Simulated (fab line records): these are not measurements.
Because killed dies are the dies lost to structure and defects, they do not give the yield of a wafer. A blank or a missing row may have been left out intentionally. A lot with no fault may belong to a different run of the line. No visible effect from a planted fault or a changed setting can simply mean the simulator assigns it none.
Which tool is to blame? | flow gf180mcu | 21 wafers from 7 lots sampled at 2 of the route's 602 steps

== WHAT THE GAUGES SHOWED, per wafer ==
GF_MVPSD_TW_MEAS_11.
lot  | measured     | on            | MVPSD_TW
L436 | day 6 02:12  | film metro-03 | 566 569 564
L438 | day 6 11:52  | film metro-02 | 549 551 547
L443 | day 7 19:05  | film metro-01 | 557 561 558
L445 | day 8 07:13  | film metro-03 | 559 562 561
L449 | day 9 11:02  | film metro-03 | 570 571 572
L451 | day 9 16:47  | film metro-01 | 525 526 525
L455 | day 10 17:19 | film metro-03 | 569 568 565

== EACH LOT AND THE TOOL THAT RAN IT (in order: tool; ch and the chambers of the sampled wafers; start) ==
lot  | GF_MVPSD_IMPLANT_09
L436 | implanter-02 ch 0, day 6 01:59
L438 | implanter-04 ch 0, day 6 11:38
L443 | implanter-04 ch 0, day 7 18:50
L445 | implanter-02 ch 0, day 8 06:58
L449 | implanter-03 ch 0, day 9 10:47
L451 | implanter-03, day 9 16:33
L455 | implanter-02 ch 0, day 10 17:04
- GF_MVPSD_IMPLANT_09

== THE ANSWER, worked out from the rows above alone ==
Rule: what is usual is taken from the lots themselves. The widest of any qualifying gaps counts: lots, ordered by their means at a reading, are off when they make up no more than a third of the lots, leave a main group of 4 or more, and stand apart from it by 3 or more times the standard deviation of that group's means. The tables above print the reading to a certain number of digits; a main group whose means all agree to those digits is not used. A lot without any number at a reading at which 4 lots or more have one is off too. All remaining lots with rows at the step are treated as sound.
Off: L451, at GF_MVPSD_TW_MEAS_11 (MVPSD_TW). The main group has a mean of 562 with a standard deviation of 7.2.
A tool fits if, at a process step before that reading, it ran every lot that is off, and no sound lot after the first of them. The gauges at GF_MVPSD_TW_MEAS_11 are tried like those tools. Undecided on this evidence; 2 tools fit (implanter-03 at GF_MVPSD_IMPLANT_09, film metro-01 at GF_MVPSD_TW_MEAS_11).

== WHAT WAS PUT IN BY THE SIMULATOR ==
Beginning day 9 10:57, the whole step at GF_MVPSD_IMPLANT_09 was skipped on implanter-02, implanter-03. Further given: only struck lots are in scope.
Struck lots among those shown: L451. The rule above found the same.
